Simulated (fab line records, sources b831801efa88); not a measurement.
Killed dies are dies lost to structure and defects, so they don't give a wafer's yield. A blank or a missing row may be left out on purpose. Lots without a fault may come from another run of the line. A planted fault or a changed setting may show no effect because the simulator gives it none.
fab line records | flow sky130 | part 1 of 2: steps 1 to 26 of 40
record lots=5 wafers=15 last_day=50
route steps=708 shown CONTACT@432 METAL1@434 VIA1@458
lots that met no fault: from a run of the same line without faults
start_h: hours from the record's first day to the start of the lot's first wafer shown | wait_h: hours since the lot's step before | " the same as in the row above | L1.1+2: a row that stands for several wafers | - no value, or no start given | * or withheld: withheld | < > ~ a bound
route shown NAME@n: a module of which the file shows steps, and the number in the route of the first | usual: mean/standard deviation of fault-free wafers | same: alike in all rows | chamber/n: place in a boat | sites: the reading at each site | _std_site: their standard deviation | _edge_site: outer sites' mean less inner sites' | radius_mm: how far each site lies from the wafer's centre | mask NAME#n: copy n | behind: the tool/chamber that last shaped the wafer | hold: why the lot was held/for how many hours/how that ended | device: the transistor (n, p or np) that didn't switch | end of line: the same wafers' tests at the end of the route | a step without rows: its recipe alone | killed: dies lost to structure and defects at the first sort, not the wafer's yield | map: a wafer's dies, x killed, . not, _ none there
set.NAME: the setting as run; set.NAME@STEP: as run at that earlier step | model.NAME: the simulator's own value behind a step, which no gauge read
lots at some steps of the route; a table a step, a row a wafer
services: from which hour (start_h, from the record's first day; less than 0 if before it) a tool's chamber was out of use, for how many hours, and why
## steps
# step SKY_CONTACT_THK_MEAS_26
# recipe thk_meas_gauge=xrf reads=W_of_CONTACT_CVD_24
# usual CONTACT_W_THK=344/5.7
# columns lot.wafer tool chamber start_h wait_h CONTACT_W_THK[nm]
L075.4 film_metro-02 - 742.67 0.1 350
L075.5 " - " " 348
L075.6 " - " " 346
L082.1 film_metro-04 - 803.05 0.1 346
L082.3 " - " " 345
L082.4 " - " " 345
L085.1 film_metro-02 - 838.09 0.1 353
L085.2 " - " " 353
L085.5 " - " " 352
L091.1 film_metro-02 - 874.82 0.1 344
L091.4 " - " " 345
L091.5 " - " " 346
L096.4 film_metro-02 - 910.07 0.1 351
L096.5 " - " " 352
L096.6 " - " " 347
# step SKY_CONTACT_CMP_27
# recipe stop_on=SiO2 t_overpolish_s=15 down_force_psi=3.5 platen_rpm=60 target_thk_nm=0 pad_velocity_m_s=0.94248
# usual motor_current_A=10.2/0.95 overpolish_run_s=15.002/0.0083 time_to_endpoint_s=80/3.2
# columns lot.wafer tool chamber start_h wait_h motor_current_A overpolish_run_s time_to_endpoint_s
L075.4 cmp-02 1 742.70 0.0 11.0 15.009 79
L075.5 " 1 " " 11.2 15.002 80
L075.6 " 2 " " 11.2 15.014 82
L082.1 cmp-02 1 803.11 0.1 11.3 14.997 80
L082.3 " 2 " " 11.3 14.996 80
L082.4 " 3 " " 10.2 15.014 86
L085.2 cmp-02 1 838.20 0.1 12.0 15.003 83
L085.1 " 2 " " 11.0 15.011 85
L085.5 " 1 " " 11.2 14.984 83
L091.4 cmp-01 2 874.93 0.1 9.8 15.008 76
L091.1 " 0 " " 9.2 14.995 77
L091.5 " 2 " " 10.5 14.999 79
L096.4 cmp-02 0 910.15 0.1 9.8 14.994 81
L096.5 " 3 " " 9.5 15.001 87
L096.6 " 0 " " 9.7 15.026 83
# step SKY_METAL1_SPUTTER_00
# recipe material=Ti target_thk_nm=15 power_w=3000 time_s=10 chamber_pressure_pa=0.4
# usual throttle_valve_pct=30.9/1.1
# columns lot.wafer tool chamber start_h wait_h throttle_valve_pct
L075.4 pvd_sputter-04 - 743.00 0.2 32.6
L075.5 " - " " 32.4
L075.6 " - " " 31.6
L082.1 pvd_sputter-01 - 803.41 0.2 29.2
L082.3 " - " " 29.9
L082.4 " - " " 31.8
L085.1 pvd_sputter-03 - 838.45 0.1 30.0
L085.2 " - " " 31.9
L085.5 " - " " 30.4
L091.1 pvd_sputter-03 - 875.18 0.1 29.6
L091.4 " - " " 30.3
L091.5 " - " " 30.0
L096.4 pvd_sputter-03 - 910.40 0.2 32.0
L096.5 " - " " 32.0
L096.6 " - " " 30.4
# step SKY_METAL1_SPUTTER_01
# recipe material=TiN target_thk_nm=20 power_w=6500 time_s=16.7 chamber_pressure_pa=0.4
# usual throttle_valve_pct=30.9/1.1
# columns lot.wafer tool chamber start_h wait_h throttle_valve_pct
L075.4 pvd_sputter-04 - 743.03 0.0 32.6
L075.5 " - " " 32.4
L075.6 " - " " 32.0
L082.1 pvd_sputter-01 - 803.43 0.0 29.1
L082.3 " - " " 30.1
L082.4 " - " " 31.9
L085.1 pvd_sputter-03 - 838.47 0.0 30.0
L085.2 " - " " 32.0
L085.5 " - " " 30.5
L091.1 pvd_sputter-03 - 875.21 0.0 29.8
L091.4 " - " " 30.1
L091.5 " - " " 29.9
L096.4 pvd_sputter-03 - 910.42 0.0 31.8
L096.5 " - " " 32.0
L096.6 " - " " 30.2
# step SKY_METAL1_SPUTTER_02
# recipe material=AlCu target_thk_nm=250 power_w=10600 time_s=13.3 chamber_pressure_pa=0.4
# usual throttle_valve_pct=30.9/1.1
# columns lot.wafer tool chamber start_h wait_h throttle_valve_pct
L075.4 pvd_sputter-04 - 743.05 0.0 32.2
L075.5 " - " " 32.4
L075.6 " - " " 31.8
L082.1 pvd_sputter-01 - 803.46 0.0 28.9
L082.3 " - " " 30.0
L082.4 " - " " 31.6
L085.1 pvd_sputter-03 - 838.50 0.0 29.7
L085.2 " - " " 32.2
L085.5 " - " " 30.2
L091.1 pvd_sputter-03 - 875.23 0.0 29.8
L091.4 " - " " 30.4
L091.5 " - " " 29.6
L096.4 pvd_sputter-03 - 910.45 0.0 32.1
L096.5 " - " " 31.9
L096.6 " - " " 30.6
# step SKY_METAL1_SPUTTER_03
# recipe material=Ti target_thk_nm=5 power_w=3060 time_s=3.3 chamber_pressure_pa=0.4
# usual throttle_valve_pct=30.9/1.1
# columns lot.wafer tool chamber start_h wait_h throttle_valve_pct
L075.4 pvd_sputter-04 - 743.08 0.0 32.3
L075.5 " - " " 32.5
L075.6 " - " " 31.6
L082.1 pvd_sputter-01 - 803.48 0.0 29.0
L082.3 " - " " 30.3
L082.4 " - " " 32.0
L085.1 pvd_sputter-03 - 838.52 0.0 29.7
L085.2 " - " " 32.2
L085.5 " - " " 30.3
L091.1 pvd_sputter-03 - 875.26 0.0 29.8
L091.4 " - " " 30.5
L091.5 " - " " 29.9
L096.4 pvd_sputter-03 - 910.47 0.0 32.0
L096.5 " - " " 32.0
L096.6 " - " " 30.5
# step SKY_METAL1_SPUTTER_04
# recipe material=TiN target_thk_nm=70 power_w=6500 time_s=58.3 chamber_pressure_pa=0.4
# usual throttle_valve_pct=30.9/1.1
# columns lot.wafer tool chamber start_h wait_h throttle_valve_pct
L075.4 pvd_sputter-04 - 743.10 0.0 32.1
L075.5 " - " " 32.6
L075.6 " - " " 31.7
L082.1 pvd_sputter-01 - 803.50 0.0 29.1
L082.3 " - " " 30.0
L082.4 " - " " 31.8
L085.1 pvd_sputter-03 - 838.54 0.0 30.0
L085.2 " - " " 31.9
L085.5 " - " " 30.3
L091.1 pvd_sputter-03 - 875.27 0.0 29.5
L091.4 " - " " 30.4
L091.5 " - " " 29.7
L096.4 pvd_sputter-03 - 910.49 0.0 31.9
L096.5 " - " " 32.1
L096.6 " - " " 30.4
# step SKY_METAL1_RS_MEAS_05
# recipe thk_meas_gauge=four-point-probe reads=TiN_of_METAL1_SPUTTER_04+Ti_of_METAL1_SPUTTER_03+AlCu_of_METAL1_SPUTTER_02+TiN_of_METAL1_SPUTTER_01+Ti_of_METAL1_SPUTTER_00
# usual METAL1_ALCU_RS=0.1268/0.0014
# columns lot.wafer tool chamber start_h wait_h METAL1_ALCU_RS[ohm/sq]
L075.4 film_metro-03 - 743.20 0.1 0.1294
L075.5 " - " " 0.1295
L075.6 " - " " 0.1277
L082.1 film_metro-04 - 803.55 0.0 0.1273
L082.3 " - " " 0.1270
L082.4 " - " " 0.1266
L085.1 film_metro-02 - 838.59 0.0 0.1270
L085.2 " - " " 0.1277
L085.5 " - " " 0.1278
L091.1 film_metro-03 - 875.32 0.0 0.1260
L091.4 " - " " 0.1268
L091.5 " - " " 0.1253
L096.4 film_metro-02 - 910.60 0.1 0.1277
L096.5 " - " " 0.1287
L096.6 " - " " 0.1281
# step SKY_METAL1_THK_MEAS_06
# recipe thk_meas_gauge=xrf reads=AlCu_of_METAL1_SPUTTER_02
# usual METAL1_ALCU_THK=251/3.7
# columns lot.wafer tool chamber start_h wait_h METAL1_ALCU_THK[nm]
L075.4 film_metro-03 - 743.29 0.1 246
L075.5 " - " " 247
L075.6 " - " " 250
L082.1 film_metro-04 - 803.67 0.1 249
L082.3 " - " " 251
L082.4 " - " " 250
L085.1 film_metro-02 - 838.71 0.1 249
L085.2 " - " " 246
L085.5 " - " " 246
L091.1 film_metro-03 - 875.44 0.1 254
L091.4 " - " " 253
L091.5 " - " " 256
L096.4 film_metro-02 - 910.69 0.1 249
L096.5 " - " " 247
L096.6 " - " " 246
# step SKY_METAL1_DEHYDRATE_07
# recipe temp_c=200 time_s=60
# usual plate_temp_C=199.99/0.15
# columns lot.wafer tool chamber start_h wait_h plate_temp_C
L075.4 litho_track-02 0 755.15 11.8 200.08
L075.5 " 0 " " 200.19
L075.6 " 0 " " 200.10
L082.1 litho_track-02 0 816.32 12.6 199.81
L082.3 " 0 " " 200.04
L082.4 " 0 " " 200.08
L085.1 litho_track-02 0 851.27 12.6 200.16
L085.2 " 0 " " 200.06
L085.5 " 0 " " 200.12
L091.1 litho_track-03 0 887.02 11.6 199.83
L091.4 " 0 " " 200.09
L091.5 " 0 " " 199.96
L096.4 litho_track-03 0 922.40 11.7 200.28
L096.5 " 0 " " 199.96
L096.6 " 0 " " 200.36
# step SKY_METAL1_HMDS_08
# recipe prime_time_s=60 prime_temp_c=120
# columns lot.wafer tool chamber start_h wait_h
L075.4+5+6 litho_track-02 0 755.30 0.1
L082.1+3+4 litho_track-02 0 816.47 0.1
L085.1+2+5 litho_track-02 0 851.42 0.1
L091.1+4+5 litho_track-03 0 887.17 0.1
L096.4+5+6 litho_track-03 0 922.55 0.1
# step SKY_METAL1_COAT_09
# recipe resist=BARC temp_c=withheld time_s=withheld spin_rpm=3000 resist_thk_nm=60
# columns lot.wafer tool chamber start_h wait_h
L075.4+5+6 litho_track-02 0 755.45 0.1
L082.1+3+4 litho_track-02 0 816.62 0.1
L085.1+2+5 litho_track-02 0 851.57 0.1
L091.1+4+5 litho_track-03 0 887.32 0.1
L096.4+5+6 litho_track-03 0 922.70 0.1
# step SKY_METAL1_COAT_10
# recipe resist=KrF-thick spin_rpm=3000 resist_thk_nm=450
# columns lot.wafer tool chamber start_h wait_h
L075.4+5+6 litho_track-02 0 - -
L082.1+3+4 litho_track-02 0 - -
L085.1+2+5 litho_track-02 0 - -
L091.1+4+5 litho_track-03 0 - -
L096.4+5+6 litho_track-03 0 - -
# step SKY_METAL1_SOFTBAKE_11
# recipe temp_c=100 time_s=90 resist=KrF-thick
# usual plate_temp_C=99.96/0.15
# columns lot.wafer tool chamber start_h wait_h plate_temp_C
L075.4 litho_track-02 0 - - 100.15
L075.5 " 0 " " 100.10
L075.6 " 0 " " 100.02
L082.1 litho_track-02 0 - - 100.16
L082.3 " 0 " " 100.21
L082.4 " 0 " " 100.01
L085.1 litho_track-02 0 - - 99.95
L085.2 " 0 " " 100.07
L085.5 " 0 " " 99.80
L091.1 litho_track-03 0 - - 99.73
L091.4 " 0 " " 99.98
L091.5 " 0 " " 99.89
L096.4 litho_track-03 0 - - 100.05
L096.5 " 0 " " 99.98
L096.6 " 0 " " 100.03
# step SKY_METAL1_EXPOSE_12
# recipe mask_id=MM1 na=0.8 source_shape=annular sigma_inner=0.55 sigma_outer=0.85 target_cd_nm=140 dose_mj=28
# columns lot.wafer tool chamber start_h wait_h mask
L075.4+5+6 krf_scanner-01 0 - - MM1#0
L082.1+3+4 krf_scanner-02 0 - - MM1#0
L085.1+2+5 krf_scanner-02 0 - - MM1#0
L091.1+4+5 krf_scanner-02 0 - - MM1#0
L096.4+5+6 krf_scanner-01 0 - - MM1#0
# step SKY_METAL1_PEB_13
# recipe peb_temp_c=withheld peb_time_s=withheld resist=KrF-thick
# columns lot.wafer tool chamber start_h wait_h
L075.4+5+6 litho_track-03 0 - -
L082.1+3+4 litho_track-03 0 - -
L085.1+2+5 litho_track-02 0 - -
L091.1+4+5 litho_track-03 0 - -
L096.4+5+6 litho_track-01 0 - -
# step SKY_METAL1_DEVELOP_14
# recipe develop_time_s=60 resist=KrF-thick dev_temp_c=19.78
# columns lot.wafer tool chamber start_h wait_h
L075.4+5+6 litho_track-03 0 - -
L082.1+3+4 litho_track-03 0 - -
L085.1+2+5 litho_track-02 0 - -
L091.1+4+5 litho_track-03 0 - -
L096.4+5+6 litho_track-01 0 - -
# step SKY_METAL1_CD_MEAS_15
# recipe target_cd_nm=140
# usual cd_nm=140.4/1.6
# columns lot.wafer tool chamber start_h wait_h cd_nm
L075.4 cd_sem-02 - 769.28 - 140.4
L075.5 " - " " 140.3
L075.6 " - " " 142.1
L082.1 cd_sem-02 - 829.97 - 138.6
L082.3 " - " " 138.9
L082.4 " - " " 138.6
L085.1 cd_sem-02 - 864.67 - 142.3
L085.2 " - " " 142.7
L085.5 " - " " 140.1
L091.1 cd_sem-01 - 900.42 - 139.1
L091.4 " - " " 139.7
L091.5 " - " " 139.3
L096.4 cd_sem-02 - 935.90 - 140.9
L096.5 " - " " 139.2
L096.6 " - " " 141.2
# step SKY_METAL1_OVL_MEAS_16
# usual METAL1_OVL=3/5.7
# columns lot.wafer tool chamber start_h wait_h METAL1_OVL[nm]
L075.4 overlay-02 - 769.36 0.1 -2
L075.5 " - " " 10
L075.6 " - " " 5
L082.1 overlay-01 - 830.09 0.1 6
L082.3 " - " " 6
L082.4 " - " " 10
L085.1 overlay-01 - 864.79 0.1 9
L085.2 " - " " 5
L085.5 " - " " 10
L091.1 overlay-01 - 900.54 0.1 12
L091.4 " - " " 8
L091.5 " - " " 13
L096.4 overlay-02 - 935.98 0.1 5
L096.5 " - " " 5
L096.6 " - " " -2
# step SKY_METAL1_DESCUM_17
# recipe chemistry=O2 source_power_w=150 bias_power_w=0 pressure_mtorr=10 temp_c=40 time_s=8
# usual drypump_motor_current_A=5.7/0.53 he_backside_leak_sccm=3.44/0.14 oes_product_au=0.993/0.0098 rf_fwd_power_W=146.8/0.85
# columns lot.wafer tool chamber start_h wait_h drypump_motor_current_A he_backside_leak_sccm oes_product_au rf_fwd_power_W rf_hours_counter_h
L075.4 rie_metal-02 0 769.39 0.0 4.8 3.45 0.997 148.8 -
L075.5 " 0 " " 4.8 3.57 1.000 148.6 -
L075.6 " 1 " " 5.7 3.57 0.981 146.4 -
L082.1 rie_metal-02 1 830.13 0.0 5.6 3.51 0.996 145.4 4
L082.3 " 0 " " 4.8 3.50 1.008 148.7 -
L082.4 " 1 " " 5.7 3.51 0.988 146.1 -
L085.1 rie_metal-01 1 864.83 0.0 5.2 3.43 1.006 146.1 17
L085.2 " 0 " " 6.4 3.56 0.985 146.9 8
L085.5 " 0 " " 6.4 3.47 0.970 146.6 -
L091.1 rie_metal-01 1 900.58 0.0 5.2 3.56 1.001 146.4 18
L091.4 " 1 " " 5.2 3.63 1.004 146.4 -
L091.5 " 1 " " 5.2 3.53 0.997 146.3 -
L096.4 rie_metal-04 0 936.01 0.0 6.1 3.13 0.995 146.7 -
L096.5 " 1 " " 6.0 3.49 0.981 146.8 -
L096.6 " 0 " " 6.1 3.41 0.993 147.1 -
# step SKY_METAL1_ETCH_18
# recipe chemistry=N2/H2 target=BARC ion_energy_ev=200 bias_w=100 pressure_mtorr=30 n2_flow_sccm=100 h2_flow_sccm=200 icp_w=500 stop_on=SiO2 time_s=45.9 target_depth_a=600
# usual drypump_motor_current_A=5.7/0.53 he_backside_leak_sccm=3.44/0.15 oes_product_au=0.854/0.0047 rf_fwd_power_W=494.4/2.2 throttle_valve_pct=13.224/0.0087
# columns lot.wafer tool chamber start_h wait_h drypump_motor_current_A he_backside_leak_sccm oes_product_au rf_fwd_power_W rf_hours_counter_h throttle_valve_pct
L075.4 rie_metal-02 0 769.43 0.0 4.8 3.55 0.856 496.3 - 13.221
L075.5 " 0 " " 4.8 3.53 0.847 496.5 - 13.212
L075.6 " 1 " " 5.7 3.55 0.854 492.2 - 13.220
L082.1 rie_metal-02 1 830.16 0.0 5.7 3.58 0.857 492.4 4 13.236
L082.3 " 0 " " 4.8 3.57 0.855 497.2 - 13.233
L082.4 " 1 " " 5.7 3.40 0.851 491.0 - 13.227
L085.1 rie_metal-01 1 864.86 0.0 5.2 3.28 0.859 492.7 17 13.229
L085.2 " 0 " " 6.4 3.39 0.857 494.1 8 13.211
L085.5 " 0 " " 6.4 3.51 0.852 494.4 - 13.230
L091.1 rie_metal-01 1 900.61 0.0 5.2 3.24 0.853 497.0 18 13.214
L091.4 " 1 " " 5.2 3.43 0.854 496.5 - 13.222
L091.5 " 1 " " 5.2 3.48 0.859 494.6 - 13.221
L096.4 rie_metal-04 0 936.05 0.0 6.1 3.27 0.854 494.5 - 13.223
L096.5 " 1 " " 6.0 3.29 0.856 495.9 - 13.229
L096.6 " 0 " " 6.0 3.46 0.852 494.7 - 13.222
# step SKY_METAL1_METAL_ETCH_19
# recipe target_depth_a=3600 stop_on=SiO2 over_etch_frac=0.3 time_s=78 chemistry=Cl2/BCl3 resist_sidewall_deg=88 pressure_mtorr=10 icp_w=900 bias_w=48.5 Cl2_flow_sccm=60 bcl3_flow_sccm=30
# usual drypump_motor_current_A=5.7/0.53 he_backside_leak_sccm=3.43/0.12 oes_product_au=0.855/0.006 rf_fwd_power_W=893/3.1 throttle_valve_pct=22.263/0.0081
# columns lot.wafer tool chamber start_h wait_h drypump_motor_current_A he_backside_leak_sccm oes_product_au rf_fwd_power_W rf_hours_counter_h throttle_valve_pct
L075.4 rie_metal-02 0 769.50 0.1 4.8 3.33 0.845 894 - 22.257
L075.5 " 0 " " 4.8 3.42 0.851 895 - 22.269
L075.6 " 1 " " 5.7 3.68 0.847 891 - 22.265
L082.1 rie_metal-02 1 830.22 0.0 5.6 3.47 0.856 887 4 22.268
L082.3 " 0 " " 4.8 3.45 0.852 892 - 22.265
L082.4 " 1 " " 5.7 3.53 0.849 890 - 22.261
L085.1 rie_metal-01 1 864.93 0.0 5.2 3.49 0.860 896 17 22.269
L085.2 " 0 " " 6.4 3.42 0.852 891 8 22.261
L085.5 " 0 " " 6.4 3.39 0.851 897 - 22.256
L091.1 rie_metal-01 1 900.67 0.0 5.2 3.40 0.854 891 18 22.266
L091.4 " 1 " " 5.2 3.57 0.852 895 - 22.258
L091.5 " 1 " " 5.2 3.42 0.849 897 - 22.257
L096.4 rie_metal-04 0 936.12 0.1 6.1 3.53 0.842 898 - 22.269
L096.5 " 1 " " 6.0 3.32 0.849 896 - 22.276
L096.6 " 0 " " 6.1 3.63 0.855 899 - 22.268
# step SKY_METAL1_STRIP_20
# recipe chemistry=O2/N2 power_w=1400 pressure_mtorr=1500 platen_temp_c=withheld o2_flow_sccm=3000 n2_flow_sccm=300 overash_fraction=0.5
# usual drypump_motor_current_A=5.7/0.47 o2_flow_sccm=2999/11 oes_product_au=0.344/0.005 strip_time_to_endpoint_s=2.72/0.046
# columns lot.wafer tool chamber start_h wait_h drypump_motor_current_A o2_flow_sccm oes_product_au rf_hours_counter_h strip_time_to_endpoint_s
L075.4 plasma_asher-01 1 769.60 0.1 6.2 2999 0.338 - 2.68
L075.5 " 1 " " 6.2 3009 0.345 - 2.67
L075.6 " 0 " " 5.4 2985 0.338 - 2.74
L082.1 plasma_asher-01 0 830.31 0.1 5.4 2994 0.346 70 2.75
L082.3 " 1 " " 6.2 3002 0.343 - 2.64
L082.4 " 0 " " 5.4 3005 0.348 - 2.73
L085.1 plasma_asher-03 1 865.02 0.1 5.9 2985 0.343 39 2.67
L085.2 " 0 " " 6.3 2981 0.339 39 2.74
L085.5 " 0 " " 6.3 2997 0.339 - 2.74
L091.1 plasma_asher-02 0 900.76 0.1 5.1 3010 0.349 110 2.69
L091.4 " 0 " " 5.2 2996 0.339 - 2.66
L091.5 " 1 " " 5.2 3012 0.341 - 2.70
L096.4 plasma_asher-01 1 936.21 0.1 6.2 3005 0.333 - 2.70
L096.5 " 1 " " 6.2 2997 0.344 - 2.76
L096.6 " 0 " " 5.4 3011 0.352 - 2.69
# step SKY_METAL1_STRIP_21
# recipe chemistry=post_etch_residue_remover time_s=1200 temp_c=72.5
# usual bath_guard_temp_C=72.8/0.46
# columns lot.wafer tool chamber start_h wait_h bath_guard_temp_C
L075.4 wet_bench-01 1 769.66 0.0 73.1
L075.5 " 1 " " 72.8
L075.6 " 1 " " 72.8
L082.1 wet_bench-02 0 830.41 0.1 72.3
L082.3 " 0 " " 72.6
L082.4 " 0 " " 72.4
L085.1 wet_bench-02 1 865.12 0.1 71.4
L085.2 " 1 " " 71.9
L085.5 " 1 " " 71.9
L091.1 wet_bench-02 3 900.86 0.1 73.1
L091.4 " 3 " " 72.9
L091.5 " 3 " " 72.9
L096.4 wet_bench-02 0 936.28 0.0 72.0
L096.5 " 0 " " 72.2
L096.6 " 0 " " 72.6
# step SKY_METAL1_CLEAN_22
# recipe chemistry=IPA time_s=180 temp_c=25
# columns lot.wafer tool chamber start_h wait_h
L075.4+5+6 wet_bench-02 0 770.01 0.0
L082.1+3+4 wet_bench-04 2 830.76 0.0
L085.1+2+5 wet_bench-01 3 865.46 0.0
L091.1+4+5 wet_bench-01 2 901.24 0.0
L096.4+5+6 wet_bench-01 1 936.62 0.0
# step SKY_METAL1_CLEAN_23
# recipe chemistry=O3/DIW dry=n2_spin
# columns lot.wafer tool chamber start_h wait_h
L075.4+5+6 wet_bench-04 0 770.06 0.0
L082.1+3+4 wet_bench-02 0 830.82 0.0
L085.1+2+5 wet_bench-04 1 865.53 0.0
L091.1+4+5 wet_bench-02 3 901.30 0.0
L096.4+5+6 wet_bench-02 3 936.68 0.0
